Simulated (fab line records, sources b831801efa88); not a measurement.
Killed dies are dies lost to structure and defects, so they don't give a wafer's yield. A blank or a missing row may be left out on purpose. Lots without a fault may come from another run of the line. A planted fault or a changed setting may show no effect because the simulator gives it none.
A struck lot beside a sound one | flow sfq_line | 21 steps out of a route of 325
Sound: wafers L439.2, L439.5, L439.6. Struck: wafers L442.2, L442.3. (L442.6 of the same lot was not struck and is left out.) The cause comes at the end.
At each step with rows: each side's tool, then ch and its chambers, then its first start. Under that, the readings that differ: sound wafers | struck wafers | difference of the means | sigmas: that difference in standard deviations of wafers without a fault.
alike: readings whose means differ by less than 2 such deviations, and words and numbers that are the same on both sides. not compared: withheld readings, readings that some wafer has no value for, bounds like >300 that may hide the same value, and numbers for which the record gives no deviation and whose values overlap.
The two part at a step that has a row with sigmas, a row that says differs or no value, or rows on one side only. Numbers that don't overlap but have no deviation are shown without sigmas and don't part them. A reading that every wafer of one side lacks parts them only if that side has two wafers or more.

first, 6 steps without rows for these wafers: SFQ_TRILAYER_I5_LITHO_COAT_149 (resist thk 62 nm); SFQ_TRILAYER_I5_LITHO_COAT_144 (resist thk 650 nm); SFQ_TRILAYER_I5_LITHO_SOFTBAKE_148; SFQ_TRILAYER_I5_LITHO_EXPOSE_145 (exposes mask I5, target cd 700 nm); SFQ_TRILAYER_I5_LITHO_PEB_147 (peb time 60 s); SFQ_TRILAYER_I5_LITHO_DEVELOP_146 (time 60 s).
SFQ_I5_OVL_MEAS_936:
  sound on overlay-02, day 72 10:19; struck on overlay-02, day 73 00:31
  alike: I5_OVL
SFQ_TRILAYER_I5_BARC_OPEN_VIA_ETCH_200: etches BARC in O2, target depth 125 nm, time 41.7 s.
  sound on rie_diel-04 ch 1,2,3, day 72 10:20; struck on rie_diel-01 ch 1,3, day 73 00:32
  alike: drypump_motor_current_A, oes_product_au
  not compared: rf_hours_counter_h
SFQ_TRILAYER_I5_ETCH_VIA_ETCH_147: etches the open film in CHF3, stops on Nb, target depth 360 nm.
  sound on rie_diel-04 ch 1,2,3, day 72 10:23; struck on rie_diel-01 ch 1,3, day 73 00:35
  alike: drypump_motor_current_A, oes_product_au
SFQ_TRILAYER_I5_STRIP_STRIP_148: strips in O2.
  sound on rie_metal-02 ch 0,1, day 72 10:32; struck on rie_metal-02 ch 0, day 73 00:56
  alike: drypump_motor_current_A, oes_product_au
  not compared: rf_hours_counter_h
then, 2 steps without rows for these wafers: SFQ_TRILAYER_I5_STRIP_SOLV_CLEAN_149 (cleans in NMP, time 600 s); SFQ_TRILAYER_C5_LITHO_COAT_156 (resist thk 62 nm).
SFQ_TRILAYER_C5_LITHO_COAT_151: resist thk 650 nm.
  sound on litho_track-04 ch 0, day 72 11:39; struck on litho_track-04 ch 0, day 73 02:27
  reading                                             | sound             | struck    | difference | sigmas
  model.KrF_of_TRILAYER_C5_LITHO_COAT_151.thk_nm (nm) | 652.5 650.6 650.3 | 692 691.6 | +41        |
then, 4 steps without rows for these wafers: SFQ_TRILAYER_C5_LITHO_SOFTBAKE_155; SFQ_TRILAYER_C5_LITHO_EXPOSE_152 (exposes mask C5, target cd 500 nm); SFQ_TRILAYER_C5_LITHO_PEB_154 (peb time 60 s); SFQ_TRILAYER_C5_LITHO_DEVELOP_153 (time 60 s).
-- the record jumps here: 4 days lie between the struck wafers' starts before and after --
SFQ_C5_OVL_MEAS_937:
  sound on overlay-01, day 76 08:35; struck on overlay-02, day 77 00:11
  alike: C5_OVL
SFQ_TRILAYER_C5_BARC_OPEN_VIA_ETCH_210: etches BARC in O2, target depth 125 nm, time 41.7 s.
  sound on rie_diel-02 ch 1,2, day 76 08:37; struck on rie_diel-01 ch 0,1, day 77 00:13
  alike: drypump_motor_current_A, oes_product_au
  not compared: rf_hours_counter_h
SFQ_TRILAYER_C5_ETCH_VIA_ETCH_154: etches SiO2 in CHF3, stops on Nb, target depth 84 nm.
  sound on rie_diel-02 ch 1,2, day 76 08:39; struck on rie_diel-01 ch 0,1, day 77 00:15
  reading                                             | sound           | struck      | difference | sigmas
  model.KrF_of_TRILAYER_C5_LITHO_COAT_151.thk_nm (nm) | 566 563.6 561.8 | 602.8 602.9 | +39.0      |
  alike: drypump_motor_current_A, oes_product_au
SFQ_TRILAYER_C5_STRIP_STRIP_155: strips in O2.
  sound on rie_metal-01 ch 0,1, day 76 08:42; struck on rie_metal-04 ch 0,1, day 77 00:18
  alike: drypump_motor_current_A, oes_product_au
  not compared: rf_hours_counter_h

WHERE THEY PART
Nowhere in this record.

WHY: what the simulator had put in
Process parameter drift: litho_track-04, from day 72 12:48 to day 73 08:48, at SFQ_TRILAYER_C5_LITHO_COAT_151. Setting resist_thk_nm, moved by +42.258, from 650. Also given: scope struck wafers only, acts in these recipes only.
